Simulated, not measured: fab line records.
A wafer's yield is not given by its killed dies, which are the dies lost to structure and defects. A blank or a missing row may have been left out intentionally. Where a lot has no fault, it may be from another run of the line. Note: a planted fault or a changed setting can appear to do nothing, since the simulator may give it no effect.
Which tool did it?	flow gf180mcu	Sampling: 13 lots, 39 wafers, 2 of 602 route steps

WHAT THE GAUGES SHOWED, per wafer
GF_M5_OVL_MEAS_08. Usual: M5_OVL 0 nm, standard deviation 5.6.
lot	measured	on	M5_OVL (nm)	flag
L661	day 26 09:38	overlay-01	-1 -4 -6	
L662	day 26 16:14	overlay-01	7 2 1	
L663	day 26 23:10	overlay-01	1 8 2	
L665	day 27 16:59	overlay-02	-1 3 5	
L666	day 28 02:05	overlay-02	-1 -2 2	
L667	day 28 04:40	overlay-01	-5 -11 -9	
L669	day 29 00:31	overlay-02	-4 -3 -6	
L670	day 29 03:13	overlay-01	-10 -3 -8	
L671	day 29 08:53	overlay-01	-6 -8 -2	
L672	day 29 17:40	overlay-01	0 1 -6	
L676	day 30 20:16	overlay-01	-5 -12 -12	
L677	day 31 08:10	overlay-01	0 5 6	
L679	day 31 16:25	overlay-01	8 6 7	

WHICH TOOL RAN EACH LOT (tool, then ch and the chambers of the sampled wafers, then the start)
lot	GF_V4_SPUTTER_22
L661	pvd sputter-01, day 24 14:23
L662	pvd sputter-01, day 24 20:40
L663	pvd sputter-04, day 25 03:14
L665	pvd sputter-03, day 25 22:41
L666	pvd sputter-01, day 26 08:02
L667	pvd sputter-01, day 26 10:25
L669	pvd sputter-03, day 27 07:29
L670	pvd sputter-01, day 27 11:01
L671	pvd sputter-03, day 27 16:23
L672	pvd sputter-01, day 28 01:50
L676	pvd sputter-03, day 29 05:58
L677	pvd sputter-01, day 29 19:16
L679	pvd sputter-01, day 30 03:10
- GF_V4_SPUTTER_22: material TiN, target thk 10 nm, time 40 s.

AS READ BY THE TOOLS THEMSELVES (means over the sampled wafers that have a number; for cases with no such wafer, the mark the record gives instead)
GF_V4_SPUTTER_22. Usual: 30.2 % for throttle valve pct, sd 0.92.
lot	tool	throttle valve pct (%)	flag
L661	pvd sputter-01	30.4	
L662	pvd sputter-01	30.6	
L663	pvd sputter-04	29.3	
L665	pvd sputter-03	30.0	
L666	pvd sputter-01	30.3	
L667	pvd sputter-01	29.9	
L669	pvd sputter-03	30.1	
L670	pvd sputter-01	30.6	
L671	pvd sputter-03	30.1	
L672	pvd sputter-01	30.1	
L676	pvd sputter-03	29.8	
L677	pvd sputter-01	30.3	
L679	pvd sputter-01	30.6	

THE ANSWER, worked out from the rows above alone
Rule: lot off if the mean of its wafers having a number is beyond 3 standard deviations from the usual mean. A lot without any number at a reading at which 4 lots or more have one is off too. Any other lot the step has rows for is counted as sound. After the gauges, taken in route order, come the tools' own readings; for these a lot's mean is taken, as printed above. The first step at which some lot is off is used, and at that step the reading that is off furthest; a lot without a number counts as furthest.
No lot is off on any of the readings shown, so nothing can be concluded from this.

WHAT WAS PUT IN BY THE SIMULATOR
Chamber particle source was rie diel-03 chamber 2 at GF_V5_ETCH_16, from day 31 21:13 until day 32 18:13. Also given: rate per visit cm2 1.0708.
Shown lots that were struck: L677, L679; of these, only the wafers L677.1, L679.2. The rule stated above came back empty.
